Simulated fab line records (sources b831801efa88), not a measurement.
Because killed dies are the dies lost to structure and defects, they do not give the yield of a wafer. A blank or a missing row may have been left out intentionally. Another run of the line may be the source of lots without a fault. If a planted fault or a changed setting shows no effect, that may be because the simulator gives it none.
Which tool did it? / flow gf180mcu / 72 wafers from 24 lots sampled at 6 of the route's 602 steps

== WHAT EACH GAUGE READ, for each wafer ==
GF_HV_LDD_OVL_MEAS_47.
lot=L074; measured=day 12 22:41; on=overlay-02; HV_LDD_03_OVL (nm)=-0.1 0.6 0.3
lot=L075; measured=day 13 05:17; on=overlay-02; HV_LDD_03_OVL (nm)=-3.7 -1.3 -0.6
lot=L076; measured=day 13 13:17; on=overlay-02; HV_LDD_03_OVL (nm)=-1.2 0.0 0.0
lot=L077; measured=day 13 18:42; on=overlay-02; HV_LDD_03_OVL (nm)=-2.5 -3.5 -0.1
lot=L078; measured=day 14 00:24; on=overlay-02; HV_LDD_03_OVL (nm)=-3.4 -3.9 -2.0
lot=L079; measured=day 14 11:19; on=overlay-01; HV_LDD_03_OVL (nm)=-1.4 0.4 -0.8
lot=L080; measured=day 14 21:18; on=overlay-02; HV_LDD_03_OVL (nm)=-2.8 -0.8 -0.8
lot=L081; measured=day 15 06:44; on=overlay-02; HV_LDD_03_OVL (nm)=0.4 0.1 3.0
lot=L082; measured=day 15 14:25; on=overlay-02; HV_LDD_03_OVL (nm)=-1.5 -0.6 1.3
lot=L083; measured=day 15 20:51; on=overlay-02; HV_LDD_03_OVL (nm)=1.3 2.4 -0.1
lot=L084; measured=day 16 03:57; on=overlay-02; HV_LDD_03_OVL (nm)=-2.6 -2.2 -1.0
lot=L085; measured=day 16 07:26; on=overlay-02; HV_LDD_03_OVL (nm)=0.0 -2.1 -0.8
lot=L086; measured=day 16 20:39; on=overlay-02; HV_LDD_03_OVL (nm)=0.4 -0.3 -0.3
lot=L087; measured=day 17 04:17; on=overlay-02; HV_LDD_03_OVL (nm)=-0.2 -1.3 -0.4
lot=L088; measured=day 17 14:36; on=overlay-01; HV_LDD_03_OVL (nm)=0.7 0.7 2.0
lot=L089; measured=day 17 21:34; on=overlay-02; HV_LDD_03_OVL (nm)=-2.6 -3.4 -2.1
lot=L090; measured=day 18 04:08; on=overlay-02; HV_LDD_03_OVL (nm)=-0.1 -0.2 -1.1
lot=L091; measured=day 18 13:02; on=overlay-01; HV_LDD_03_OVL (nm)=-0.6 -0.5 -0.9
lot=L092; measured=day 18 21:24; on=overlay-02; HV_LDD_03_OVL (nm)=-2.4 0.7 0.1
lot=L093; measured=day 19 04:44; on=overlay-01; HV_LDD_03_OVL (nm)=-0.8 -0.5 -0.8
lot=L094; measured=day 19 19:11; on=overlay-01; HV_LDD_03_OVL (nm)=0.3 1.2 -1.7
lot=L095; measured=day 19 23:44; on=overlay-02; HV_LDD_03_OVL (nm)=0.5 -0.3 -0.2
lot=L096; measured=day 20 06:41; on=overlay-02; HV_LDD_03_OVL (nm)=-2.0 -2.5 -2.6
lot=L097; measured=day 20 12:56; on=overlay-02; HV_LDD_03_OVL (nm)=-3.4 -2.9 -1.0

GF_NSD_OVL_MEAS_08.
lot=L074; measured=day 13 22:42; on=overlay-01; NSD_OVL (nm)=-0.1 0.7 0.0
lot=L075; measured=day 14 05:20; on=overlay-01; NSD_OVL (nm)=-1.4 0.0 -0.7
lot=L076; measured=day 14 13:45; on=overlay-02; NSD_OVL (nm)=-2.5 -0.5 -0.2
lot=L077; measured=day 14 19:25; on=overlay-01; NSD_OVL (nm)=1.5 0.1 3.4
lot=L078; measured=day 15 01:22; on=overlay-02; NSD_OVL (nm)=-1.5 -2.2 -2.6
lot=L079; measured=day 15 12:25; on=overlay-02; NSD_OVL (nm)=1.2 1.3 2.2
lot=L080; measured=day 16 00:36; on=overlay-01; NSD_OVL (nm)=1.9 3.2 0.7
lot=L081; measured=day 16 08:03; on=overlay-02; NSD_OVL (nm)=-3.1 -2.0 -1.8
lot=L082; measured=day 16 15:27; on=overlay-01; NSD_OVL (nm)=0.6 -0.3 -1.7
lot=L083; measured=day 16 22:21; on=overlay-02; NSD_OVL (nm)=-0.2 -1.3 0.5
lot=L084; measured=day 17 06:49; on=overlay-01; NSD_OVL (nm)=2.6 0.0 0.4
lot=L085; measured=day 17 09:54; on=overlay-01; NSD_OVL (nm)=-1.8 -3.5 -1.4
lot=L086; measured=day 18 00:31; on=overlay-02; NSD_OVL (nm)=-1.4 2.2 -1.0
lot=L087; measured=day 18 06:39; on=overlay-01; NSD_OVL (nm)=-1.5 -0.9 -1.0
lot=L088; measured=day 18 17:53; on=overlay-01; NSD_OVL (nm)=-0.1 -0.4 0.8
lot=L089; measured=day 19 00:44; on=overlay-01; NSD_OVL (nm)=2.4 2.4 1.0
lot=L090; measured=day 19 07:54; on=overlay-02; NSD_OVL (nm)=-2.5 -1.5 0.0
lot=L091; measured=day 19 16:56; on=overlay-01; NSD_OVL (nm)=0.3 1.5 0.2
lot=L092; measured=day 20 01:27; on=overlay-01; NSD_OVL (nm)=1.5 3.8 -0.5
lot=L093; measured=day 20 08:30; on=overlay-02; NSD_OVL (nm)=-1.6 -0.9 0.6
lot=L094; measured=day 20 23:33; on=overlay-02; NSD_OVL (nm)=-1.4 -0.8 -2.4
lot=L095; measured=day 21 03:29; on=overlay-01; NSD_OVL (nm)=0.1 -2.5 0.0
lot=L096; measured=day 21 10:46; on=overlay-01; NSD_OVL (nm)=-0.5 1.8 0.0
lot=L097; measured=day 21 16:20; on=overlay-02; NSD_OVL (nm)=0.8 -0.1 1.1

GF_M2_CD_MEAS_14: the cd target is 280 nm.
lot=L074; measured=day 20 01:13; on=cd_sem-02; cd_nm (nm)=281.4 280.0 279.3
lot=L075; measured=day 20 08:15; on=cd_sem-02; cd_nm (nm)=281.6 282.7 283.0
lot=L076; measured=day 20 16:11; on=cd_sem-02; cd_nm (nm)=279.6 280.3 280.7
lot=L077; measured=day 21 00:28; on=cd_sem-02; cd_nm (nm)=278.9 278.7 278.2
lot=L078; measured=day 21 06:52; on=cd_sem-02; cd_nm (nm)=283.2 284.2 283.2
lot=L079; measured=day 21 16:38; on=cd_sem-02; cd_nm (nm)=281.8 282.2 281.7
lot=L080; measured=day 22 07:13; on=cd_sem-02; cd_nm (nm)=280.8 281.7 281.0
lot=L081; measured=day 22 15:44; on=cd_sem-01; cd_nm (nm)=280.5 279.9 281.3
lot=L082; measured=day 22 23:31; on=cd_sem-02; cd_nm (nm)=279.8 280.1 280.3
lot=L083; measured=day 23 07:29; on=cd_sem-02; cd_nm (nm)=278.8 278.1 279.0
lot=L084; measured=day 23 14:32; on=cd_sem-01; cd_nm (nm)=280.7 279.0 280.8
lot=L085; measured=day 23 18:05; on=cd_sem-02; cd_nm (nm)=281.2 280.9 282.5
lot=L086; measured=day 24 07:49; on=cd_sem-02; cd_nm (nm)=282.5 282.1 281.5
lot=L087; measured=day 24 13:34; on=cd_sem-02; cd_nm (nm)=282.0 279.9 282.2
lot=L088; measured=day 25 00:04; on=cd_sem-02; cd_nm (nm)=279.7 280.5 280.5
lot=L089; measured=day 25 05:38; on=cd_sem-01; cd_nm (nm)=280.7 279.0 278.6
lot=L090; measured=day 25 11:31; on=cd_sem-01; cd_nm (nm)=281.9 280.7 281.5
lot=L091; measured=day 25 19:43; on=cd_sem-01; cd_nm (nm)=279.4 278.9 279.2
lot=L092; measured=day 26 03:56; on=cd_sem-01; cd_nm (nm)=280.7 281.7 281.9
lot=L093; measured=day 26 09:13; on=cd_sem-01; cd_nm (nm)=279.4 280.5 278.6
lot=L094; measured=day 26 23:13; on=cd_sem-01; cd_nm (nm)=282.8 281.9 282.1
lot=L095; measured=day 27 02:07; on=cd_sem-01; cd_nm (nm)=282.0 281.2 282.8
lot=L096; measured=day 27 08:26; on=cd_sem-02; cd_nm (nm)=280.8 280.4 280.4
lot=L097; measured=day 27 13:38; on=cd_sem-02; cd_nm (nm)=280.1 280.0 279.3

GF_V4_THK_MEAS_01.
lot=L074; measured=day 24 06:48; on=film_metro-02; V4_CVD_00_THK (nm)=598 595 599
lot=L075; measured=day 24 14:05; on=film_metro-02; V4_CVD_00_THK (nm)=590 591 595
lot=L076; measured=day 24 20:25; on=film_metro-02; V4_CVD_00_THK (nm)=604 610 602
lot=L077; measured=day 25 04:46; on=film_metro-02; V4_CVD_00_THK (nm)=596 601 593
lot=L078; measured=day 25 10:25; on=film_metro-04; V4_CVD_00_THK (nm)=599 599 602
lot=L079; measured=day 25 19:08; on=film_metro-02; V4_CVD_00_THK (nm)=596 596 601
lot=L080; measured=day 26 09:38; on=film_metro-01; V4_CVD_00_THK (nm)=598 594 594
lot=L081; measured=day 26 14:50; on=film_metro-01; V4_CVD_00_THK (nm)=599 599 601
lot=L082; measured=day 26 22:59; on=film_metro-02; V4_CVD_00_THK (nm)=596 593 592
lot=L083; measured=day 27 05:35; on=film_metro-04; V4_CVD_00_THK (nm)=600 599 604
lot=L084; measured=day 27 13:37; on=film_metro-04; V4_CVD_00_THK (nm)=595 598 608
lot=L085; measured=day 27 16:00; on=film_metro-04; V4_CVD_00_THK (nm)=597 598 603
lot=L086; measured=day 28 03:58; on=film_metro-02; V4_CVD_00_THK (nm)=591 601 593
lot=L087; measured=day 28 10:44; on=film_metro-01; V4_CVD_00_THK (nm)=598 595 598
lot=L088; measured=day 28 17:47; on=film_metro-04; V4_CVD_00_THK (nm)=600 592 594
lot=L089; measured=day 28 23:25; on=film_metro-02; V4_CVD_00_THK (nm)=593 598 592
lot=L090; measured=day 29 06:21; on=film_metro-04; V4_CVD_00_THK (nm)=598 593 602
lot=L091; measured=day 29 11:59; on=film_metro-01; V4_CVD_00_THK (nm)=595 595 598
lot=L092; measured=day 29 20:37; on=film_metro-01; V4_CVD_00_THK (nm)=605 598 606
lot=L093; measured=day 30 01:16; on=film_metro-01; V4_CVD_00_THK (nm)=596 590 597
lot=L094; measured=day 30 12:17; on=film_metro-01; V4_CVD_00_THK (nm)=594 599 597
lot=L095; measured=day 30 16:33; on=film_metro-01; V4_CVD_00_THK (nm)=593 592 597
lot=L096; measured=day 30 22:16; on=film_metro-01; V4_CVD_00_THK (nm)=601 607 597
lot=L097; measured=day 31 02:25; on=film_metro-01; V4_CVD_00_THK (nm)=602 599 594

== WHICH TOOL RAN EACH LOT (tool, then ch and the chambers of the sampled wafers, then the start) ==
lot=L074; GF_M3_SPUTTER_00=pvd_sputter-03, day 21 04:23; GF_M3_STRIP_17=plasma_asher-03 ch 0,1, day 22 04:39
lot=L075; GF_M3_SPUTTER_00=pvd_sputter-02, day 21 11:53; GF_M3_STRIP_17=plasma_asher-04 ch 0,1, day 22 12:11
lot=L076; GF_M3_SPUTTER_00=pvd_sputter-04, day 21 19:50; GF_M3_STRIP_17=plasma_asher-03 ch 0,1, day 22 19:29
lot=L077; GF_M3_SPUTTER_00=pvd_sputter-03, day 22 03:29; GF_M3_STRIP_17=plasma_asher-03 ch 0,1, day 23 03:53
lot=L078; GF_M3_SPUTTER_00=pvd_sputter-04, day 22 10:17; GF_M3_STRIP_17=plasma_asher-04 ch 0,1, day 23 10:20
lot=L079; GF_M3_SPUTTER_00=pvd_sputter-03, day 22 19:26; GF_M3_STRIP_17=plasma_asher-04 ch 0,1, day 23 19:17
lot=L080; GF_M3_SPUTTER_00=pvd_sputter-03, day 23 09:20; GF_M3_STRIP_17=plasma_asher-04 ch 0,1, day 24 08:48
lot=L081; GF_M3_SPUTTER_00=pvd_sputter-02, day 23 17:08; GF_M3_STRIP_17=plasma_asher-01 ch 0,1, day 24 16:11
lot=L082; GF_M3_SPUTTER_00=pvd_sputter-03, day 24 01:29; GF_M3_STRIP_17=plasma_asher-03 ch 0,1, day 25 00:25
lot=L083; GF_M3_SPUTTER_00=pvd_sputter-02, day 24 09:17; GF_M3_STRIP_17=plasma_asher-03 ch 0,1, day 25 06:53
lot=L084; GF_M3_SPUTTER_00=pvd_sputter-03, day 24 16:20; GF_M3_STRIP_17=plasma_asher-03 ch 0,1, day 25 15:18
lot=L085; GF_M3_SPUTTER_00=pvd_sputter-04, day 24 19:32; GF_M3_STRIP_17=plasma_asher-01 ch 0,1, day 25 17:43
lot=L086; GF_M3_SPUTTER_00=pvd_sputter-04, day 25 07:58; GF_M3_STRIP_17=plasma_asher-01 ch 0,1, day 26 06:28
lot=L087; GF_M3_SPUTTER_00=pvd_sputter-03, day 25 15:15; GF_M3_STRIP_17=plasma_asher-01 ch 0,1, day 26 13:38
lot=L088; GF_M3_SPUTTER_00=pvd_sputter-04, day 26 00:26; GF_M3_STRIP_17=plasma_asher-01 ch 0,1, day 26 22:03
lot=L089; GF_M3_SPUTTER_00=pvd_sputter-03, day 26 06:11; GF_M3_STRIP_17=plasma_asher-01 ch 0,1, day 27 03:16
lot=L090; GF_M3_SPUTTER_00=pvd_sputter-04, day 26 12:41; GF_M3_STRIP_17=plasma_asher-03 ch 0,1, day 27 09:50
lot=L091; GF_M3_SPUTTER_00=pvd_sputter-03, day 26 20:07; GF_M3_STRIP_17=plasma_asher-01 ch 0,1, day 27 16:59
lot=L092; GF_M3_SPUTTER_00=pvd_sputter-03, day 27 04:17; GF_M3_STRIP_17=plasma_asher-01 ch 0,1, day 28 01:21
lot=L093; GF_M3_SPUTTER_00=pvd_sputter-03, day 27 09:15; GF_M3_STRIP_17=plasma_asher-01 ch 0,1, day 28 06:17
lot=L094; GF_M3_SPUTTER_00=pvd_sputter-02, day 27 22:14; GF_M3_STRIP_17=plasma_asher-03 ch 1, day 28 18:35
lot=L095; GF_M3_SPUTTER_00=pvd_sputter-04, day 28 02:07; GF_M3_STRIP_17=plasma_asher-03 ch 0,1, day 28 22:26
lot=L096; GF_M3_SPUTTER_00=pvd_sputter-03, day 28 08:17; GF_M3_STRIP_17=plasma_asher-03 ch 0,1, day 29 03:59
lot=L097; GF_M3_SPUTTER_00=pvd_sputter-03, day 28 12:04; GF_M3_STRIP_17=plasma_asher-03 ch 0,1, day 29 08:17
- GF_M3_SPUTTER_00: material Ti, target thk 37.5 nm, time 150 s.
- GF_M3_STRIP_17: strips in O2/N2.

== WHAT THE TOOLS THEMSELVES READ (means of the sampled wafers that have a number; where no wafer has one, the mark that the record gives instead) ==
GF_M3_SPUTTER_00.
lot=L074; tool=pvd_sputter-03; throttle_valve_pct (%)=28.9
lot=L075; tool=pvd_sputter-02; throttle_valve_pct (%)=30.3
lot=L076; tool=pvd_sputter-04; throttle_valve_pct (%)=29.5
lot=L077; tool=pvd_sputter-03; throttle_valve_pct (%)=29.2
lot=L078; tool=pvd_sputter-04; throttle_valve_pct (%)=29.7
lot=L079; tool=pvd_sputter-03; throttle_valve_pct (%)=30.2
lot=L080; tool=pvd_sputter-03; throttle_valve_pct (%)=29.8
lot=L081; tool=pvd_sputter-02; throttle_valve_pct (%)=29.6
lot=L082; tool=pvd_sputter-03; throttle_valve_pct (%)=29.0
lot=L083; tool=pvd_sputter-02; throttle_valve_pct (%)=29.4
lot=L084; tool=pvd_sputter-03; throttle_valve_pct (%)=29.5
lot=L085; tool=pvd_sputter-04; throttle_valve_pct (%)=29.9
lot=L086; tool=pvd_sputter-04; throttle_valve_pct (%)=31.0
lot=L087; tool=pvd_sputter-03; throttle_valve_pct (%)=29.4
lot=L088; tool=pvd_sputter-04; throttle_valve_pct (%)=30.0
lot=L089; tool=pvd_sputter-03; throttle_valve_pct (%)=29.9
lot=L090; tool=pvd_sputter-04; throttle_valve_pct (%)=30.5
lot=L091; tool=pvd_sputter-03; throttle_valve_pct (%)=29.2
lot=L092; tool=pvd_sputter-03; throttle_valve_pct (%)=29.2
lot=L093; tool=pvd_sputter-03; throttle_valve_pct (%)=29.1
lot=L094; tool=pvd_sputter-02; throttle_valve_pct (%)=30.7
lot=L095; tool=pvd_sputter-04; throttle_valve_pct (%)=29.4
lot=L096; tool=pvd_sputter-03; throttle_valve_pct (%)=30.0
lot=L097; tool=pvd_sputter-03; throttle_valve_pct (%)=29.3

GF_M3_STRIP_17.
lot=L074; tool=plasma_asher-03; drypump_motor_current_A (A)=5.65; heater_power_w (W)=312; oes_product_au (a.u.)=0.559; strip_time_to_endpoint_s (s)=7.90
lot=L075; tool=plasma_asher-04; drypump_motor_current_A (A)=5.54; heater_power_w (W)=320; oes_product_au (a.u.)=0.556; strip_time_to_endpoint_s (s)=7.88
lot=L076; tool=plasma_asher-03; drypump_motor_current_A (A)=5.58; heater_power_w (W)=298; oes_product_au (a.u.)=0.564; strip_time_to_endpoint_s (s)=7.87
lot=L077; tool=plasma_asher-03; drypump_motor_current_A (A)=5.58; heater_power_w (W)=295; oes_product_au (a.u.)=0.555; strip_time_to_endpoint_s (s)=7.88
lot=L078; tool=plasma_asher-04; drypump_motor_current_A (A)=5.60; heater_power_w (W)=312; oes_product_au (a.u.)=0.556; strip_time_to_endpoint_s (s)=7.86
lot=L079; tool=plasma_asher-04; drypump_motor_current_A (A)=5.53; heater_power_w (W)=323; oes_product_au (a.u.)=0.557; strip_time_to_endpoint_s (s)=7.88
lot=L080; tool=plasma_asher-04; drypump_motor_current_A (A)=5.58; heater_power_w (W)=314; oes_product_au (a.u.)=0.560; strip_time_to_endpoint_s (s)=7.87
lot=L081; tool=plasma_asher-01; drypump_motor_current_A (A)=5.36; heater_power_w (W)=347; oes_product_au (a.u.)=0.559; strip_time_to_endpoint_s (s)=7.91
lot=L082; tool=plasma_asher-03; drypump_motor_current_A (A)=5.67; heater_power_w (W)=310; oes_product_au (a.u.)=0.556; strip_time_to_endpoint_s (s)=7.84
lot=L083; tool=plasma_asher-03; drypump_motor_current_A (A)=5.61; heater_power_w (W)=293; oes_product_au (a.u.)=0.558; strip_time_to_endpoint_s (s)=7.93
lot=L084; tool=plasma_asher-03; drypump_motor_current_A (A)=5.59; heater_power_w (W)=299; oes_product_au (a.u.)=0.552; strip_time_to_endpoint_s (s)=7.84
lot=L085; tool=plasma_asher-01; drypump_motor_current_A (A)=5.36; heater_power_w (W)=353; oes_product_au (a.u.)=0.555; strip_time_to_endpoint_s (s)=7.86
lot=L086; tool=plasma_asher-01; drypump_motor_current_A (A)=5.36; heater_power_w (W)=349; oes_product_au (a.u.)=0.553; strip_time_to_endpoint_s (s)=7.85
lot=L087; tool=plasma_asher-01; drypump_motor_current_A (A)=5.37; heater_power_w (W)=353; oes_product_au (a.u.)=0.559; strip_time_to_endpoint_s (s)=7.89
lot=L088; tool=plasma_asher-01; drypump_motor_current_A (A)=5.35; heater_power_w (W)=345; oes_product_au (a.u.)=0.556; strip_time_to_endpoint_s (s)=7.85
lot=L089; tool=plasma_asher-01; drypump_motor_current_A (A)=5.48; heater_power_w (W)=361; oes_product_au (a.u.)=0.559; strip_time_to_endpoint_s (s)=7.93
lot=L090; tool=plasma_asher-03; drypump_motor_current_A (A)=5.64; heater_power_w (W)=312; oes_product_au (a.u.)=0.558; strip_time_to_endpoint_s (s)=7.88
lot=L091; tool=plasma_asher-01; drypump_motor_current_A (A)=5.48; heater_power_w (W)=366; oes_product_au (a.u.)=0.555; strip_time_to_endpoint_s (s)=7.88
lot=L092; tool=plasma_asher-01; drypump_motor_current_A (A)=5.47; heater_power_w (W)=365; oes_product_au (a.u.)=0.559; strip_time_to_endpoint_s (s)=7.85
lot=L093; tool=plasma_asher-01; drypump_motor_current_A (A)=5.36; heater_power_w (W)=346; oes_product_au (a.u.)=0.557; strip_time_to_endpoint_s (s)=7.85
lot=L094; tool=plasma_asher-03; drypump_motor_current_A (A)=5.54; heater_power_w (W)=277; oes_product_au (a.u.)=0.555; strip_time_to_endpoint_s (s)=7.86
lot=L095; tool=plasma_asher-03; drypump_motor_current_A (A)=5.66; heater_power_w (W)=314; oes_product_au (a.u.)=0.558; strip_time_to_endpoint_s (s)=7.82
lot=L096; tool=plasma_asher-03; drypump_motor_current_A (A)=5.66; heater_power_w (W)=314; oes_product_au (a.u.)=0.560; strip_time_to_endpoint_s (s)=7.84
lot=L097; tool=plasma_asher-03; drypump_motor_current_A (A)=5.57; heater_power_w (W)=293; oes_product_au (a.u.)=0.558; strip_time_to_endpoint_s (s)=7.82

== THE ANSWER, worked out from the rows above alone ==
Rule: the usual values come from the lots themselves. The widest of any qualifying gaps counts: lots, ordered by their means at a reading, are off when they make up no more than a third of the lots, leave a main group of 4 or more, and stand apart from it by 3 or more times the standard deviation of that group's means. A main group is skipped when, at the precision printed for the reading in the tables above, its means are all equal. A lot without any number at a reading at which 4 lots or more have one is off too. All remaining lots with rows at the step are treated as sound. After the gauges, taken in route order, come the tools' own readings; for these a lot's mean is taken, as printed above. At the first step where some lot is off, the reading lying furthest off is the one used; lots without a number count as furthest.
None of the lots is off at any reading shown; this tells nothing.

== WHAT THE SIMULATOR PUT IN ==
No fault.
